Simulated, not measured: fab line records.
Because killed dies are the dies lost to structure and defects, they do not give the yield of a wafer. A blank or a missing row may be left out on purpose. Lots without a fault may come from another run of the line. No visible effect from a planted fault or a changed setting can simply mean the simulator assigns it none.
fab line records	flow sky130
record lots=6	wafers=18	lastDay=50
route steps=708 shown CONTACT@433 METAL1@434 PAD_OPEN@708
lots that met no fault: taken from a fault-free run of the same line
startH: the number of hours between the record's first day and the start of the first shown wafer of the lot	waitH: hours from the lot's prior step to this one	" the same as in the row above	L1.1+2: one row covering several wafers at once	- no value present, or no start provided	* or withheld: withheld	< > ~ a bound
route shown NAME@n: NAME is a module with steps in the file, n the number in the route of the first one	usual: the fault-free wafers' mean and standard deviation	same: alike in all rows	chamber/n: place in a boat	sites: each site's reading	_std_site: standard deviation of those values	_edge_site: the outer-site mean with the inner-site mean subtracted	radiusMm: for every site, how far away it sits from the centre of the wafer	mask NAME#n: copy n	behind: the most recent tool/chamber to have shaped the wafer	hold: why the lot went on hold/how many hours it stayed there/how the hold came to an end	device: the transistor (n, p or np) that didn't switch	end of line: tests run on the same wafers once the route is complete	where a step has no rows: the recipe by itself	killed: not the wafer's yield, but the dies lost to structure and defects at the first sort	map: a wafer's dies, x killed, . not, _ none there
set.NAME: setting as actually run; set.NAME@STEP: the setting as run at that earlier step	model.NAME: the simulator's own value behind a step, which no gauge read
lots seen at some steps along the route; tables by step, rows by wafer
services: a tool's chamber out of use, with start hour (startH, from the record's first day; less than 0 if before it), hours out, and reason
## steps
# step SKY_CONTACT_CMP_27
# recipe stopOn=SiO2	tOverpolishS=15	downForcePsi=3.5	platenRpm=60	targetThkNm=0	padVelocityMS=0.94248
# step SKY_METAL1_SPUTTER_00
# recipe material=Ti	targetThkNm=15	powerW=3000	timeS=10	chamberPressurePa=0.4
# usual throttleValvePct=29.9/1.1
# same timeS=10
lot.wafer	tool	chamber	startH	waitH	throttleValvePct
L566.1	pvdSputter-01	-	742.67	0.1	32.4
L566.2	"	-	"	"	30.3
L566.3	"	-	"	"	31.1
L571.2	pvdSputter-02	-	806.94	0.2	30.1
L571.3	"	-	"	"	27.8
L571.4	"	-	"	"	29.6
L577.1	pvdSputter-04	-	836.35	0.2	29.2
L577.2	"	-	"	"	30.5
L577.3	"	-	"	"	30.1
L582.1	pvdSputter-01	-	879.95	0.1	29.5
L582.3	"	-	"	"	30.2
L582.6	"	-	"	"	31.2
L586.1	pvdSputter-02	-	901.00	0.2	29.9
L586.3	"	-	"	"	30.2
L586.5	"	-	"	"	30.1
L587.2	pvdSputter-01	-	904.19	0.1	32.2
L587.4	"	-	"	"	30.2
L587.5	"	-	"	"	32.3
# step SKY_METAL1_SPUTTER_01
# recipe material=TiN	targetThkNm=20	powerW=6500	timeS=16.7	chamberPressurePa=0.4
# step SKY_METAL1_SPUTTER_02
# recipe material=AlCu	targetThkNm=250	powerW=10600	timeS=13.3	chamberPressurePa=0.4
# usual throttleValvePct=29.9/1.1
# same timeS=13.3
lot.wafer	tool	chamber	startH	waitH	throttleValvePct
L566.1	pvdSputter-01	-	742.72	0.0	32.4
L566.2	"	-	"	"	30.3
L566.3	"	-	"	"	31.2
L571.2	pvdSputter-02	-	806.99	0.0	30.1
L571.3	"	-	"	"	27.9
L571.4	"	-	"	"	30.2
L577.1	pvdSputter-04	-	836.40	0.0	29.1
L577.2	"	-	"	"	30.9
L577.3	"	-	"	"	29.8
L582.1	pvdSputter-01	-	880.00	0.0	29.8
L582.3	"	-	"	"	30.4
L582.6	"	-	"	"	31.2
L586.1	pvdSputter-02	-	901.05	0.0	29.9
L586.3	"	-	"	"	29.8
L586.5	"	-	"	"	30.0
L587.2	pvdSputter-01	-	904.24	0.0	32.5
L587.4	"	-	"	"	30.4
L587.5	"	-	"	"	32.2
# step SKY_METAL1_SPUTTER_03
# recipe material=Ti	targetThkNm=5	powerW=3000	timeS=3.3	chamberPressurePa=0.4
# usual throttleValvePct=29.9/1.1
# same timeS=3.3
lot.wafer	tool	chamber	startH	waitH	throttleValvePct
L566.1	pvdSputter-01	-	742.75	0.0	32.4
L566.2	"	-	"	"	30.1
L566.3	"	-	"	"	30.9
L571.2	pvdSputter-02	-	807.01	0.0	29.8
L571.3	"	-	"	"	27.7
L571.4	"	-	"	"	30.0
L577.1	pvdSputter-04	-	836.42	0.0	29.1
L577.2	"	-	"	"	30.8
L577.3	"	-	"	"	29.8
L582.1	pvdSputter-01	-	880.03	0.0	29.7
L582.3	"	-	"	"	30.3
L582.6	"	-	"	"	31.1
L586.1	pvdSputter-02	-	901.08	0.0	29.6
L586.3	"	-	"	"	30.0
L586.5	"	-	"	"	30.0
L587.2	pvdSputter-01	-	904.26	0.0	32.3
L587.4	"	-	"	"	30.2
L587.5	"	-	"	"	32.3
# step SKY_METAL1_SPUTTER_04
# recipe material=TiN	targetThkNm=70	powerW=6500	timeS=58.3	chamberPressurePa=0.4
# usual throttleValvePct=29.9/1.1
# same timeS=58.3
lot.wafer	tool	chamber	startH	waitH	throttleValvePct
L566.1	pvdSputter-01	-	742.76	0.0	31.9
L566.2	"	-	"	"	30.4
L566.3	"	-	"	"	30.8
L571.2	pvdSputter-02	-	807.03	0.0	29.9
L571.3	"	-	"	"	27.6
L571.4	"	-	"	"	29.6
L577.1	pvdSputter-04	-	836.44	0.0	29.2
L577.2	"	-	"	"	30.7
L577.3	"	-	"	"	29.8
L582.1	pvdSputter-01	-	880.04	0.0	29.6
L582.3	"	-	"	"	30.3
L582.6	"	-	"	"	31.1
L586.1	pvdSputter-02	-	901.09	0.0	29.6
L586.3	"	-	"	"	30.0
L586.5	"	-	"	"	30.0
L587.2	pvdSputter-01	-	904.28	0.0	32.3
L587.4	"	-	"	"	30.2
L587.5	"	-	"	"	32.5
# step SKY_METAL1_RS_MEAS_05
# recipe thkMeasGauge=four-point-probe	reads=TiN_of_METAL1_SPUTTER_04+Ti_of_METAL1_SPUTTER_03+AlCu_of_METAL1_SPUTTER_02+TiN_of_METAL1_SPUTTER_01+Ti_of_METAL1_SPUTTER_00
# usual METAL1_ALCU_RS=0.1263/0.0011
lot.wafer	tool	chamber	startH	waitH	METAL1_ALCU_RS[ohm/sq]
L566.1	filmMetro-03	-	742.81	0.0	0.1272
L566.2	"	-	"	"	0.1268
L566.3	"	-	"	"	0.1272
L571.2	filmMetro-02	-	807.10	0.0	0.1263
L571.3	"	-	"	"	0.1269
L571.4	"	-	"	"	0.1276
L577.1	filmMetro-02	-	836.49	0.0	0.1262
L577.2	"	-	"	"	0.1242
L577.3	"	-	"	"	0.1258
L582.1	filmMetro-03	-	880.09	0.0	0.1261
L582.3	"	-	"	"	0.1260
L582.6	"	-	"	"	0.1246
L586.1	filmMetro-02	-	901.14	0.0	0.1273
L586.3	"	-	"	"	0.1268
L586.5	"	-	"	"	0.1274
L587.2	filmMetro-02	-	904.35	0.0	0.1271
L587.4	"	-	"	"	0.1267
L587.5	"	-	"	"	0.1285
# step SKY_METAL1_THK_MEAS_06
# recipe thkMeasGauge=xrf	reads=AlCu_of_METAL1_SPUTTER_02
# usual METAL1_ALCU_THK=256.5/2.8
lot.wafer	tool	chamber	startH	waitH	METAL1_ALCU_THK[nm]
L566.1	filmMetro-03	-	742.93	0.1	252.1
L566.2	"	-	"	"	253.2
L566.3	"	-	"	"	252.2
L571.2	filmMetro-02	-	807.21	0.1	259.1
L571.3	"	-	"	"	257.1
L571.4	"	-	"	"	253.6
L577.1	filmMetro-02	-	836.61	0.1	256.1
L577.2	"	-	"	"	259.6
L577.3	"	-	"	"	258.7
L582.1	filmMetro-03	-	880.21	0.1	257.5
L582.3	"	-	"	"	260.5
L582.6	"	-	"	"	259.8
L586.1	filmMetro-02	-	901.26	0.1	253.1
L586.3	"	-	"	"	253.4
L586.5	"	-	"	"	253.8
L587.2	filmMetro-02	-	904.46	0.1	252.6
L587.4	"	-	"	"	253.1
L587.5	"	-	"	"	250.7
# step SKY_METAL1_DEHYDRATE_07
# recipe tempC=200	timeS=60
# step SKY_METAL1_HMDS_08
# recipe primeTimeS=60	primeTempC=120
# step SKY_METAL1_COAT_09
# recipe resist=BARC	tempC=withheld	timeS=withheld	spinRpm=3000	resistThkNm=60
# step SKY_METAL1_COAT_10
# recipe resist=KrF-thick	spinRpm=3000	resistThkNm=450
# step SKY_METAL1_SOFTBAKE_11
# recipe tempC=100	timeS=90	resist=KrF-thick
# usual heaterPowerTotalW=57.37/0.12	plateTempC=100.01/0.13
# same timeS=90
lot.wafer	tool	chamber	startH	waitH	heaterPowerTotalW	plateTempC	model.KrF-thick_of_METAL1_COAT_10.thkNm
L566.1	lithoTrack-03	0	756	-	57.61	99.94	449.6
L566.2	"	0	"	"	57.43	100.03	449.7
L566.3	"	0	"	"	57.55	100.09	449.8
L571.2	lithoTrack-01	0	821	-	57.29	100.19	448.3
L571.3	"	0	"	"	57.48	100.16	448.7
L571.4	"	0	"	"	57.45	99.99	448
L577.1	lithoTrack-03	0	848	-	57.40	99.98	446.2
L577.2	"	0	"	"	57.54	99.87	447.9
L577.3	"	0	"	"	57.16	99.96	447.7
L582.1	lithoTrack-01	0	892	-	61.07	104.57	447.4
L582.3	"	0	"	"	61.08	104.75	447.2
L582.6	"	0	"	"	61.08	104.61	447.2
L586.1	lithoTrack-01	0	914	-	61.12	104.74	446.9
L586.3	"	0	"	"	60.78	104.63	447.8
L586.5	"	0	"	"	60.76	104.67	447.7
L587.2	lithoTrack-02	0	917	-	57.37	100.26	449.1
L587.4	"	0	"	"	57.36	100.11	449.2
L587.5	"	0	"	"	57.54	100.18	450.9
# step SKY_METAL1_EXPOSE_12
# recipe maskId=MM1	na=0.8	sourceShape=annular	sigmaInner=0.55	sigmaOuter=0.85	targetCdNm=140	doseMj=28
# step SKY_METAL1_PEB_13
# recipe pebTempC=withheld	pebTimeS=withheld	resist=KrF-thick
# step SKY_METAL1_DEVELOP_14
# recipe developTimeS=60	resist=KrF-thick	devTempC=21
# step SKY_METAL1_CD_MEAS_15
# recipe targetCdNm=140
# usual cdNm=140.2/1.6
lot.wafer	tool	chamber	startH	waitH	cdNm
L566.1	cdSem-02	-	770.12	-	138.1
L566.2	"	-	"	"	138.5
L566.3	"	-	"	"	138.8
L571.2	cdSem-01	-	834.19	-	139.8
L571.3	"	-	"	"	139.5
L571.4	"	-	"	"	141.0
L577.1	cdSem-02	-	862.04	-	137.9
L577.2	"	-	"	"	138.2
L577.3	"	-	"	"	138.1
L582.1	cdSem-02	-	905.73	-	138.3
L582.3	"	-	"	"	136.8
L582.6	"	-	"	"	138.0
L586.1	cdSem-02	-	926.87	-	139.1
L586.3	"	-	"	"	138.2
L586.5	"	-	"	"	139.0
L587.2	cdSem-01	-	929.20	-	140.5
L587.4	"	-	"	"	142.1
L587.5	"	-	"	"	142.0
# step SKY_METAL1_OVL_MEAS_16
# usual METAL1_OVL=-7/5.1
lot.wafer	tool	chamber	startH	waitH	METAL1_OVL[nm]
L566.1	overlay-02	-	770.24	0.1	-11
L566.2	"	-	"	"	-1
L566.3	"	-	"	"	-2
L571.2	overlay-01	-	834.30	0.1	-11
L571.3	"	-	"	"	-23
L571.4	"	-	"	"	-16
L577.1	overlay-01	-	862.16	0.1	-5
L577.2	"	-	"	"	-7
L577.3	"	-	"	"	-6
L582.1	overlay-01	-	905.85	0.1	-9
L582.3	"	-	"	"	-15
L582.6	"	-	"	"	-6
L586.1	overlay-02	-	926.99	0.1	-7
L586.3	"	-	"	"	-11
L586.5	"	-	"	"	-7
L587.2	overlay-01	-	929.31	0.1	-1
L587.4	"	-	"	"	0
L587.5	"	-	"	"	-1
# step SKY_METAL1_DESCUM_17
# recipe chemistry=O2	sourcePowerW=150	biasPowerW=0	pressureMtorr=10	tempC=40	timeS=8
# usual drypumpMotorCurrentA=5.7/0.43	oesProductAu=0.999/0.0083
# same timeS=8
lot.wafer	tool	chamber	startH	waitH	drypumpMotorCurrentA	oesProductAu	rfHoursCounterH	model.METAL1.cdNm
L566.1	rieMetal-01	1	770.28	0.0	4.9	0.991	1	138
L566.2	"	0	"	"	5.8	1.001	4	138.7
L566.3	"	0	"	"	5.8	0.999	-	138.8
L571.2	rieMetal-02	1	834.34	0.0	6.2	1.006	-	139.9
L571.3	"	1	"	"	6.2	1.006	-	139.7
L571.4	"	1	"	"	6.1	1.011	-	141
L577.1	rieMetal-02	1	862.20	0.0	6.2	0.995	11	137.4
L577.2	"	0	"	"	6.0	0.982	0	137.9
L577.3	"	1	"	"	6.1	1.004	-	137.9
L582.1	rieMetal-02	0	905.89	0.0	6.0	0.991	3	138.3
L582.3	"	0	"	"	6.0	0.985	-	136.9
L582.6	"	0	"	"	6.0	0.984	-	138.3
L586.1	rieMetal-02	1	927.03	0.0	6.1	1.000	13	139.7
L586.3	"	0	"	"	6.0	0.976	-	138.7
L586.5	"	0	"	"	6.0	0.991	-	139.4
L587.2	rieMetal-03	0	929.34	0.0	5.9	0.998	7	140.3
L587.4	"	0	"	"	5.9	1.003	-	142.3
L587.5	"	0	"	"	5.9	1.004	-	141.9
# step SKY_METAL1_ETCH_18
# recipe chemistry=N2/H2	target=BARC	ionEnergyEv=200	biasW=100	pressureMtorr=30	n2FlowSccm=100	h2FlowSccm=200	icpW=500	stopOn=SiO2	timeS=45.9	targetDepthA=600
# usual drypumpMotorCurrentA=5.7/0.43	oesProductAu=0.854/0.0052	throttleValvePct=13.225/0.0099
# same timeS=45.9
lot.wafer	tool	chamber	startH	waitH	drypumpMotorCurrentA	oesProductAu	rfHoursCounterH	throttleValvePct	model.KrF-thick_of_METAL1_COAT_10.thkNm
L566.1	rieMetal-01	1	770.31	0.0	4.9	0.855	1	13.225	392.5
L566.2	"	0	"	"	5.8	0.855	4	13.214	392.4
L566.3	"	0	"	"	5.8	0.848	-	13.233	392.3
L571.2	rieMetal-02	1	834.41	0.1	6.2	0.855	-	13.220	390.4
L571.3	"	1	"	"	6.2	0.843	-	13.207	390.8
L571.4	"	1	"	"	6.2	0.849	-	13.239	390.1
L577.1	rieMetal-02	1	862.23	0.0	6.1	0.847	11	13.216	388.1
L577.2	"	0	"	"	6.0	0.856	0	13.217	390.8
L577.3	"	1	"	"	6.2	0.858	-	13.227	389.9
L582.1	rieMetal-02	0	905.92	0.0	6.0	0.855	3	13.204	391
L582.3	"	0	"	"	6.0	0.851	-	13.222	391
L582.6	"	0	"	"	6.0	0.853	-	13.232	390.7
L586.1	rieMetal-02	1	927.06	0.0	6.2	0.853	13	13.253	389.3
L586.3	"	0	"	"	6.0	0.858	-	13.227	390.9
L586.5	"	0	"	"	6.0	0.853	-	13.227	391.1
L587.2	rieMetal-03	0	929.37	0.0	5.9	0.864	7	13.232	391.8
L587.4	"	0	"	"	5.9	0.850	-	13.209	392.2
L587.5	"	0	"	"	5.9	0.856	-	13.236	393.8
# step SKY_METAL1_METAL_ETCH_19
# recipe targetDepthA=3600	stopOn=SiO2	overEtchFrac=0.3	timeS=78	chemistry=Cl2/BCl3	resistSidewallDeg=88	pressureMtorr=10	icpW=900	biasW=48.5	Cl2_flow_sccm=60	bcl3FlowSccm=30
# usual bcl3FlowSccm=29.99/0.095	drypumpMotorCurrentA=5.7/0.43	oesProductAu=0.855/0.0058	throttleValvePct=22.265/0.0097
# same timeS=78
lot.wafer	tool	chamber	startH	waitH	bcl3FlowSccm	drypumpMotorCurrentA	oesProductAu	rfHoursCounterH	throttleValvePct	model.METAL1.cdNm
L566.1	rieMetal-01	1	770.37	0.0	29.94	4.9	0.854	1	22.275	138.5
L566.2	"	0	"	"	29.88	5.8	0.857	4	22.269	139.7
L566.3	"	0	"	"	29.90	5.8	0.858	-	22.266	139.7
L571.2	rieMetal-02	1	834.55	0.1	29.91	6.1	0.864	-	22.257	140.3
L571.3	"	1	"	"	29.88	6.1	0.846	-	22.262	142
L571.4	"	1	"	"	29.88	6.1	0.851	-	22.284	143.8
L577.1	rieMetal-02	1	862.29	0.0	30.03	6.2	0.852	11	22.267	137.6
L577.2	"	0	"	"	30.04	6.0	0.861	0	22.274	141
L577.3	"	1	"	"	29.91	6.1	0.847	-	22.268	138.2
L582.1	rieMetal-02	0	905.98	0.0	30.04	6.1	0.846	3	22.271	141.2
L582.3	"	0	"	"	30.02	6.0	0.862	-	22.268	139.1
L582.6	"	0	"	"	30.00	6.1	0.860	-	22.278	140.4
L586.1	rieMetal-02	1	927.12	0.0	29.98	6.2	0.852	13	22.268	139.5
L586.3	"	0	"	"	30.01	5.9	0.850	-	22.261	140
L586.5	"	0	"	"	30.12	6.0	0.857	-	22.271	141.7
L587.2	rieMetal-03	0	929.43	0.0	30.09	5.9	0.856	7	22.279	139.2
L587.4	"	0	"	"	30.08	5.9	0.865	-	22.253	141.2
L587.5	"	0	"	"	30.04	5.9	0.849	-	22.273	142.1
# step SKY_METAL1_STRIP_20
# recipe chemistry=O2/N2	powerW=1400	pressureMtorr=1500	platenTempC=withheld	o2FlowSccm=3000	n2FlowSccm=300	overashFraction=0.5
# usual drypumpMotorCurrentA=5.49/0.27	o2FlowSccm=2999/8.8	oesProductAu=0.343/0.0048	stripTimeToEndpointS=2.69/0.035
lot.wafer	tool	chamber	startH	waitH	drypumpMotorCurrentA	o2FlowSccm	oesProductAu	rfHoursCounterH	stripTimeToEndpointS
L566.1	plasmaAsher-02	1	770.46	0.1	5.10	3005	0.348	34	2.70
L566.2	"	0	"	"	5.86	2996	0.351	34	2.70
L566.3	"	1	"	"	5.09	3000	0.335	-	2.67
L571.2	plasmaAsher-01	1	834.70	0.1	5.56	3001	0.341	101	2.65
L571.3	"	1	"	"	5.55	3001	0.340	-	2.67
L571.4	"	0	"	"	5.32	3007	0.346	-	2.65
L577.1	plasmaAsher-01	1	862.38	0.1	5.55	2995	0.335	104	2.60
L577.2	"	0	"	"	5.28	2994	0.345	104	2.72
L577.3	"	1	"	"	5.57	3007	0.330	-	2.63
L582.1	plasmaAsher-02	0	906.07	0.1	5.88	2995	0.345	47	2.70
L582.3	"	1	"	"	5.10	3002	0.345	-	2.69
L582.6	"	1	"	"	5.11	2995	0.336	-	2.71
L586.1	plasmaAsher-03	0	927.21	0.1	5.72	3011	0.342	20	2.66
L586.3	"	0	"	"	5.73	3000	0.347	-	2.75
L586.5	"	1	"	"	5.48	2985	0.346	-	2.72
L587.2	plasmaAsher-02	0	929.52	0.1	5.89	3005	0.348	50	2.67
L587.4	"	1	"	"	5.09	3015	0.349	-	2.67
L587.5	"	1	"	"	5.08	3005	0.351	-	2.71
# step SKY_PAD_OPEN_PROBE_99
# usual killed_at_M0_to_M3=45/6.9	killed_at_M4_up=3.0/1.7	killedAtContacts=25/5.6	killedAtFrontEnd=15/4.2	killedAtOther=0.3/0.55	killedDies=89/9.6	killedOpen=49/7.2	killedShort=39/6.5
# same grossDies=492	killedAtBackSide=0
lot.wafer	tool	chamber	startH	waitH	killed_at_M0_to_M3	killed_at_M4_up	killedAtContacts	killedAtFrontEnd	killedAtOther	killedDies	killedOpen	killedShort
L571.2	prober-01	-	1130.14	0.1	45	3	20	11	1	80	40	40
L571.3	prober-01	-	1130.19	0.2	48	2	34	17	0	101	48	53
L571.4	prober-01	-	1130.24	0.2	46	5	24	19	0	94	47	47
L582.3	prober-01	-	1178.58	0.2	52	1	20	16	0	89	47	42
L582.6	prober-01	-	1178.73	0.2	39	2	19	23	0	83	37	46
# killed by level:class
L571.2 VIA3:geometricParticle:open=9 VIA2:geometricParticle:open=8 VIA1:geometricParticle:open=7 LOCAL_INTERCONNECT:geometricParticle:short=6 POLY_GATE:geometricParticle:short=5 METAL1:geometricParticle:short=5 VIA1:geometricParticle:short=5 LI_CONTACT:geometricParticle:open=4
L571.3 METAL1:geometricParticle:short=13 VIA1:geometricParticle:open=10 CONTACT:geometricParticle:open=10 POLY_GATE:geometricParticle:open=7 LOCAL_INTERCONNECT:geometricParticle:short=7 VIA1:geometricParticle:short=6 LI_CONTACT:geometricParticle:short=5 LI_CONTACT:geometricParticle:open=5
L571.4 VIA1:geometricParticle:open=9 VIA3:geometricParticle:open=8 CONTACT:geometricParticle:open=7 METAL2:geometricParticle:short=7 LOCAL_INTERCONNECT:geometricParticle:short=5 POLY_GATE:geometricParticle:open=5 LI_CONTACT:geometricParticle:open=5 POLY_GATE:geometricParticle:short=4
L582.3 VIA2:geometricParticle:open=10 METAL2:geometricParticle:short=8 VIA3:geometricParticle:open=8 POLY_GATE:geometricParticle:short=6 LI_CONTACT:geometricParticle:open=6 CONTACT:geometricParticle:open=6 VIA1:geometricParticle:open=6 METAL1:geometricParticle:short=5
L582.6 POLY_GATE:geometricParticle:short=11 VIA3:geometricParticle:open=8 VIA1:geometricParticle:open=8 CONTACT:geometricParticle:short=6 VIA2:geometricParticle:open=5 LI_CONTACT:geometricParticle:open=5 VIA1:geometricParticle:short=5 CONTACT:geometricParticle:open=4
## services
tool	chamber	startH	hours	kind
pvdSputter-04	-	722.50	4.5	repair
rieMetal-03	0	732.71	-	clean
plasmaAsher-03	-	733.75	9.0	pm
pvdSputter-04	-	762.24	0.6	repair
pvdSputter-01	-	775.26	2.5	repair
plasmaAsher-01	-	796.18	5.4	repair
pvdSputter-01	-	798.59	0.5	repair
rieMetal-02	1	809.90	18.4	repair
rieMetal-02	0	828.52	-	clean
rieMetal-02	0	828.52	28.3	scheduledDown
rieMetal-02	0	828.52	28.3	ventCycle
rieMetal-03	-	855.99	0.7	repair
pvdSputter-02	0	861.97	-	consumableReplace:kit
pvdSputter-02	0	861.97	18.0	scheduledDown
pvdSputter-02	0	861.97	18.0	ventCycle
pvdSputter-04	2	864.68	-	consumableReplace:kit
pvdSputter-04	2	864.68	18.0	scheduledDown
pvdSputter-04	2	864.68	18.0	ventCycle
pvdSputter-01	-	876.53	3.0	repair
rieMetal-02	1	889.01	14.1	repair
plasmaAsher-01	-	896.91	1.6	repair
plasmaAsher-02	-	897.58	1.9	repair
pvdSputter-04	-	913.38	1.6	repair
pvdSputter-01	-	929.35	4.1	repair
## key
firstSign step=SKY_METAL1_SOFTBAKE_11	reading=plateTempC	direction=up	sigmas=36	usual=*	struck=*
effect step=SKY_METAL1_SOFTBAKE_11	reading=heaterPowerTotalW	direction=up	sigmas=31	usual=*	struck=*
modelEffect step=SKY_METAL1_SOFTBAKE_11	value=KrF-thick_of_METAL1_COAT_10.thkNm	without=450.2	struck=447.4
modelEffect step=SKY_METAL1_DESCUM_17	value=METAL1.cdNm	without=141.1	struck=138.5
modelEffect step=SKY_METAL1_ETCH_18	value=KrF-thick_of_METAL1_COAT_10.thkNm	without=393.5	struck=390.7
modelEffect step=SKY_METAL1_METAL_ETCH_19	value=METAL1.cdNm	without=142.8	struck=140.3
metAt SKY_METAL1_SOFTBAKE_11
struckWafers L582.1,L582.3,L582.6,L586.1,L586.3,L586.5
testerLeftOut L582
loopTrim step=SKY_METAL1_EXPOSE_12	setting=dose	lots=L586
onsetBetween 821 892
earlierFault kind=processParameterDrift	tool=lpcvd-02	chamber=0	onsetH=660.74	steps=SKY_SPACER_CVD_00	channel=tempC	offset=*	shape=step	endH=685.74	actsIn=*	stated=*
fault kind=processParameterDrift	tool=lithoTrack-01	chamber=-	onsetH=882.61	steps=SKY_METAL1_SOFTBAKE_11	channel=tempC	offset=*	shape=step	endH=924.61	actsIn=*	stated=*
# testerLeftOut: of these lots the tester's yield and bins aren't shown, on N5 and GAA mostly nor the transistor test; their killed dies are dies lost to structure and defects alone, not to doping, threshold or leakage, so they don't give the yield
# loopTrim: a control loop set the setting to another value than it would have without faults
